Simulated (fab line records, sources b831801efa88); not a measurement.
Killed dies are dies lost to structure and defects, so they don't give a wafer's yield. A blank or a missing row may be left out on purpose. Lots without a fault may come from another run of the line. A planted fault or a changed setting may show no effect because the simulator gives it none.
Problem report in the 8D (eight disciplines) form, filled by code | flow sky130 | the parts of the form that need people (team, actions taken, sign-off) are left out

1. THE PROBLEM
oes_product_au at SKY_VIA3_ETCH_14 reads a mean of 0.785 a.u. on 1 wafer of 1 lot; wafers without a fault read 0.856 a.u. with a standard deviation of 0.0048. That is -15 standard deviations from the usual mean.
The step: etches BARC in N2/H2, stops on SiO2, time 45.9 s, target depth 60 nm.
First seen on wafer L957.4, day 45 00:46, on rie_diel-04. The record holds 30 wafers of 10 lots with a number at this step. Rule for "out", or "out of limits": more than 4 standard deviations from the usual mean. The other wafers with a number count as sound.

2. WHAT IT IS AND WHAT IT IS NOT
question                    | is                | is not
which readings at this step | oes_product_au    | bias_w, drypump_motor_current_A, h2_flow_sccm, throttle_valve_pct
which lots                  | L957              | L940, L944, L946, L947, L948, L949, L950, L953, L955
which wafers of those lots  | L957.4            | L957.2, L957.6
read on which tools         | rie_diel-04       | rie_diel-01, rie_diel-03
when                        | from day 45 00:46 | up to then (29 sound wafers)

3. SUSPECTS, AND WHAT RULES EACH OUT
Counting: a tool at a process step up to the reading stays a suspect if it ran every lot that is out. Sound lots after the first of them don't rule it out here, since some wafers of a struck lot are sound.
- pecvd-02 at SKY_CAPM_CVD_00 (deposits SiO2, target thk 15.5 nm): kept. It ran the lot that is out, L957 (day 42 01:50); its last sound lot up to then is L953 (day 41 16:20).
- rie_diel-04 at SKY_VIA3_ETCH_14 (etches BARC in N2/H2, stops on SiO2, time 45.9 s, target depth 60 nm): kept. It ran the lot that is out, L957 (day 45 00:46); its last sound lot up to then is L950 (day 43 08:10). Its own readings are out on those wafers: oes_product_au.
- Within pecvd-02 at SKY_CAPM_CVD_00: the wafers that are out ran in chamber 2; their sound lot-mates ran in chamber 1.
Left after counting: pecvd-02 at SKY_CAPM_CVD_00, rie_diel-04 at SKY_VIA3_ETCH_14.

4. THE CAUSE (what the simulator had put in)
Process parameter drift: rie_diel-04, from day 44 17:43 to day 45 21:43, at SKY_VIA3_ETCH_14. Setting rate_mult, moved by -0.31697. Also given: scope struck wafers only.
Counting left 2 suspects, and this tool is among them.

5. THE CHAIN OF EFFECTS, in route order
Each row: a reading whose mean over the struck wafers that have a number lies more than 3 standard deviations from the usual. Only readings for which the record gives a usual standard deviation are gone through. hours: the time from each lot's start at the first step in this table that gives one to its start at this step, as a median over the lots. sigmas: the change in usual standard deviations.
hours | step                  | reading                  | usual      | on struck wafers | change | sigmas
0     | SKY_VIA3_ETCH_14      | oes_product_au           | 0.856 a.u. | 0.785            | -0.071 | -15
0     | SKY_VIA3_ETCH_15      | oes_product_au           | 0.946 a.u. | 0.607            | -0.339 | -75
0     | SKY_VIA3_STRIP_16     | strip_time_to_endpoint_s | 4.145 s    | 4.318            | +0.173 | +7.2
125   | SKY_PAD_OPEN_PROBE_99 | defect_limited_yield     | 82.6 %     | 20.1             | -62.5  | -33
125   | SKY_PAD_OPEN_PROBE_99 | killed_at_M0_to_M3       | 42         | 343              | +301   | +42
125   | SKY_PAD_OPEN_PROBE_99 | killed_dies              | 86         | 393              | +307   | +32
125   | SKY_PAD_OPEN_PROBE_99 | killed_on_rim            | 17         | 89               | +72    | +19
125   | SKY_PAD_OPEN_PROBE_99 | sort_bin_5_function      | 10.2 %     | 71.3             | +61.1  | +41
125   | SKY_PAD_OPEN_PROBE_99 | sort_n_pass              | 406        | 99               | -307   | -32
125   | SKY_PAD_OPEN_PROBE_99 | sort_yield_pct           | 82.6 %     | 20.1             | -62.5  | -33
The process steps in it:
- SKY_VIA3_ETCH_14: etches BARC in N2/H2, stops on SiO2, time 45.9 s, target depth 60 nm.
- SKY_VIA3_ETCH_15: etches SiO2 in C4F8/O2/Ar, stops on TiN, target depth 507 nm, time 78 s.
- SKY_VIA3_STRIP_16: strips in O2/N2.
- SKY_PAD_OPEN_PROBE_99

6. WHAT WOULD HAVE CAUGHT IT SOONER
In this record the first reading out of limits was taken at day 45 00:46, 7 hours after the fault began at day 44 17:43.
